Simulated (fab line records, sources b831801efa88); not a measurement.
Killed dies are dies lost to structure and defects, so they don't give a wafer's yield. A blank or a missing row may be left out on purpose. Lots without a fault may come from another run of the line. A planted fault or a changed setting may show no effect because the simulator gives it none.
Chamber matching | flow sky130 | SKY_CONTACT_CMP_27 on cmp-02: 4 sister chambers
The step polishes, stops on SiO2, t overpolish 15 s, target thk 0 nm. 14 wafers are shown with their chamber, then 7 later ones without.

WAFERS WITH THEIR CHAMBER
wafer  | chamber | motor_current_A (A) | time_to_endpoint_s (s) | overpolish_run_s (s)
L168.1 | 1       | 11.5                | 84                     | 15.008
L168.2 | 2       | 10.5                | 82                     | 14.990
L168.4 | 3       | 9.6                 | 73                     | 15.010
L169.1 | 2       | 10.3                | 84                     | 15.007
L169.3 | 1       | 12.0                | 87                     | 15.014
L169.6 | 1       | 11.7                | 87                     | 14.994
L175.2 | 1       | 11.7                | 84                     | 15.018
L175.5 | 1       | 12.1                | 86                     | 15.011
L175.6 | 2       | 10.2                | 83                     | 14.991
L176.1 | 2       | 10.6                | 86                     | 15.000
L176.2 | 1       | 11.4                | 88                     | 14.994
L176.4 | 3       | 9.7                 | 80                     | 14.996
L180.1 | 0       | 12.6                | 84                     | 15.000
L180.2 | 1       | 12.1                | 84                     | 15.012

SIGNATURES (means of the wafers above)
reading            | chamber 0 | chamber 1 | chamber 2 | chamber 3 | scatter within a chamber
motor_current_A    | 12.600    | 11.786    | 10.400    | 9.650     | 0.244
time_to_endpoint_s | 84.00     | 85.71     | 83.75     | 76.50     | 2.25
overpolish_run_s   | 15.00000  | 15.00729  | 14.99700  | 15.00300  | 0.00917
Rule: a wafer's distance from a chamber is the root of the sum, over the readings, of the square of ((its reading less the chamber's mean) divided by the reading's scatter). The wafer belongs to the nearest chamber; if the next one is less than 2 further off, it can't be placed. The scatter: the root of (the sum of the squares of (reading less its chamber's mean) over the shown wafers, divided by (wafers less chambers)).

WAFERS WITHOUT THEIR CHAMBER
wafer  | motor_current_A (A) | time_to_endpoint_s (s) | overpolish_run_s (s)
L180.4 | 9.6                 | 82                     | 14.996
L181.3 | 9.9                 | 74                     | 14.997
L181.5 | 9.8                 | 74                     | 14.998
L181.6 | 9.3                 | 81                     | 14.991
L185.1 | 10.5                | 85                     | 14.994
L185.2 | 12.4                | 81                     | 15.002
L185.5 | 11.5                | 82                     | 14.994

WHICH CHAMBER EACH WENT THROUGH
wafer  | from the rows above     | in truth
L180.4 | can't be placed: 3 or 2 | 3
L181.3 | 3                       | 3
L181.5 | 3                       | 3
L181.6 | can't be placed: 3 or 2 | 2
L185.1 | 2                       | 2
L185.2 | can't be placed: 0 or 1 | 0
L185.5 | 1                       | 1
Placed correctly: 4 of 7. Can't be placed from these rows: 3 (the true chamber is among the candidates in 3). Placed wrongly: 0.
